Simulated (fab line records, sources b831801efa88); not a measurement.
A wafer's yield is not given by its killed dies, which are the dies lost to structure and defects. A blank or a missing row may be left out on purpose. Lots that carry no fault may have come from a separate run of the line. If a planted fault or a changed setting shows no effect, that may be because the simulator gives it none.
Which tool did it?    flow sky130    Sampling: 24 lots, 72 wafers, 4 of 708 route steps

WHAT THE GAUGES READ, wafer by wafer
SKY_POLY_CUT_CD_MEAS_08: target cd 270 nm.
lot   measured      on        cdNm (nm)
L074  day 24 09:34  cdSem-02  270.0 271.1 269.7
L075  day 24 19:26  cdSem-02  270.4 269.3 268.6
L076  day 25 03:07  cdSem-02  269.2 271.1 270.3
L077  day 25 18:16  cdSem-01  269.5 269.5 269.1
L079  day 26 14:04  cdSem-02  271.3 269.7 270.8
L078  day 26 14:24  cdSem-02  271.9 271.3 272.0
L080  day 26 21:38  cdSem-01  270.4 272.0 271.9
L081  day 26 23:59  cdSem-02  271.5 272.4 272.6
L082  day 27 05:48  cdSem-01  272.1 271.9 270.2
L083  day 27 16:44  cdSem-01  269.9 269.3 269.7
L084  day 28 03:46  cdSem-01  271.1 271.3 270.9
L085  day 28 08:23  cdSem-02  270.2 270.3 270.0
L087  day 28 17:49  cdSem-01  272.2 272.2 272.6
L086  day 28 19:36  cdSem-01  270.2 269.5 271.4
L088  day 29 06:23  cdSem-02  269.6 271.1 269.6
L089  day 29 10:17  cdSem-01  269.6 270.9 269.7
L090  day 30 00:01  cdSem-01  269.1 269.2 269.2
L091  day 30 07:32  cdSem-01  271.6 270.3 271.4
L092  day 30 14:52  cdSem-01  269.8 271.5 270.0
L093  day 30 21:22  cdSem-01  270.7 270.8 270.2
L095  day 31 09:50  cdSem-01  271.6 271.7 271.1
L094  day 31 12:31  cdSem-02  269.9 268.4 269.1
L096  day 31 23:01  cdSem-01  269.6 268.1 268.0
L097  day 32 04:34  cdSem-01  273.0 271.5 272.1

SKY_LI_CONTACT_CD_MEAS_12: target cd 170 nm.
lot   measured      on        cdNm (nm)
L074  day 29 07:38  cdSem-02  170.8 170.6 171.0
L075  day 29 17:16  cdSem-01  172.2 171.3 173.3
L076  day 29 23:52  cdSem-02  171.6 170.8 170.5
L077  day 30 15:14  cdSem-02  171.9 171.9 172.7
L079  day 31 10:08  cdSem-02  170.8 170.8 170.1
L078  day 31 11:02  cdSem-01  168.2 166.9 168.3
L080  day 31 17:28  cdSem-02  172.0 170.5 170.1
L081  day 31 18:26  cdSem-01  169.9 169.7 169.9
L082  day 31 23:09  cdSem-02  170.3 170.1 170.2
L083  day 32 10:11  cdSem-01  170.9 170.0 170.4
L084  day 32 20:24  cdSem-02  172.1 170.7 169.5
L085  day 32 23:50  cdSem-02  170.5 169.5 170.1
L087  day 33 09:28  cdSem-01  170.9 168.7 168.5
L086  day 33 10:33  cdSem-02  168.0 167.9 166.4
L088  day 33 21:05  cdSem-01  170.6 170.8 170.5
L089  day 34 00:02  cdSem-01  170.4 170.6 170.4
L090  day 34 13:49  cdSem-01  169.4 169.6 170.8
L091  day 34 21:50  cdSem-02  171.6 171.5 172.1
L092  day 35 03:01  cdSem-02  169.6 172.8 171.7
L093  day 35 10:59  cdSem-01  168.1 167.2 168.5
L095  day 35 23:29  cdSem-02  170.8 168.7 169.9
L094  day 36 01:20  cdSem-01  172.6 170.9 170.3
L096  day 36 12:22  cdSem-02  170.8 170.3 168.1
L097  day 36 16:30  cdSem-02  170.6 172.2 169.9

SKY_VIA2_RS_MEAS_22: measurement is done with a four-point probe.
lot   measured      on            VIA2_W_RS (ohm/sq)
L074  day 36 11:46  filmMetro-01  0.270 0.277 0.273
L075  day 36 21:21  filmMetro-02  0.277 0.273 0.277
L076  day 36 23:20  filmMetro-01  0.270 0.274 0.273
L077  day 37 17:07  filmMetro-04  0.275 0.275 0.276
L079  day 38 11:52  filmMetro-01  0.276 0.278 0.274
L078  day 38 14:09  filmMetro-02  0.274 0.274 0.274
L080  day 38 18:33  filmMetro-04  0.271 0.269 0.271
L081  day 38 20:04  filmMetro-01  0.267 0.268 0.269
L082  day 38 21:41  filmMetro-02  0.267 0.266 0.266
L083  day 39 08:49  filmMetro-02  0.270 0.270 0.270
L084  day 39 18:29  filmMetro-04  0.273 0.270 0.270
L085  day 39 23:36  filmMetro-02  0.275 0.275 0.276
L087  day 40 08:03  filmMetro-04  0.273 0.272 0.266
L086  day 40 07:25  filmMetro-04  0.272 0.272 0.276
L088  day 40 18:26  filmMetro-01  0.278 0.276 0.279
L089  day 40 19:40  filmMetro-01  0.274 0.274 0.272
L090  day 41 10:05  filmMetro-01  0.277 0.279 0.276
L091  day 41 15:48  filmMetro-02  0.273 0.272 0.271
L092  day 41 21:33  filmMetro-02  0.269 0.274 0.273
L093  day 42 04:20  filmMetro-01  0.271 0.273 0.273
L095  day 42 16:01  filmMetro-01  0.270 0.273 0.265
L094  day 42 21:11  filmMetro-02  0.269 0.271 0.274
L096  day 43 02:02  filmMetro-01  0.274 0.278 0.273
L097  day 43 07:31  filmMetro-02  0.276 0.272 0.278

SKY_VIA3_BOW_MEAS_03.
lot   measured      on            VIA3_BOW (um)
L074  day 38 16:59  filmMetro-04  91 78 77
L075  day 39 02:23  filmMetro-04  81 76 65
L076  day 39 05:58  filmMetro-03  87 86 88
L077  day 39 23:16  filmMetro-02  80 72 74
L079  day 40 17:10  filmMetro-04  83 72 63
L078  day 40 19:29  filmMetro-02  65 73 74
L080  day 40 22:43  filmMetro-04  88 66 79
L081  day 41 00:05  filmMetro-03  79 73 76
L082  day 41 01:36  filmMetro-03  72 83 77
L083  day 41 13:04  filmMetro-04  96 100 85
L084  day 41 22:40  filmMetro-04  83 73 73
L085  day 42 03:07  filmMetro-03  73 88 73
L087  day 42 10:59  filmMetro-03  70 77 74
L086  day 42 10:17  filmMetro-02  83 83 72
L088  day 42 21:05  filmMetro-03  92 80 79
L089  day 42 21:58  filmMetro-04  85 84 89
L090  day 43 12:46  filmMetro-03  68 75 60
L091  day 43 17:53  filmMetro-03  101 83 75
L092  day 43 22:36  filmMetro-04  70 77 64
L093  day 44 05:31  filmMetro-02  64 80 68
L095  day 44 16:37  filmMetro-04  73 65 77
L094  day 44 20:41  filmMetro-04  80 80 73
L096  day 45 01:28  filmMetro-02  67 75 77
L097  day 45 06:29  filmMetro-03  78 89 80

WHAT TOOL EACH LOT RAN ON (gives the tool, then ch and the chambers of the sampled wafers, and finally the start)
The record shows no process step preceding these readings.

WHAT THE TOOLS THEMSELVES READ (means of the sampled wafers that have a number; where no wafer has one, the mark that the record gives instead)
The record holds no such reading with a usual standard deviation.

THE ANSWER, worked out from the rows above alone
Rule: the usual values come from the lots themselves. Put in order of their means at a reading, lots are off if they are a third of the lots or fewer, leave a main group of 4 or more, and stand apart from it by a gap of 3 or more times the standard deviation of the main group's means; of several such gaps the widest counts. A main group whose means are all the same, to the digits that the tables above print for the reading, isn't used. A lot without any number at a reading at which 4 lots or more have one is off too. Any other lot the step has rows for is counted as sound. The gauges are gone through in route order, then the tools' own readings, and for those a lot's mean is taken as printed above. The first step at which some lot is off is used, and at that step the reading that is off furthest; a lot without a number counts as furthest.
No lot is off on any of the readings shown, so nothing can be concluded from this.

WHAT HAD BEEN PUT IN BY THE SIMULATOR
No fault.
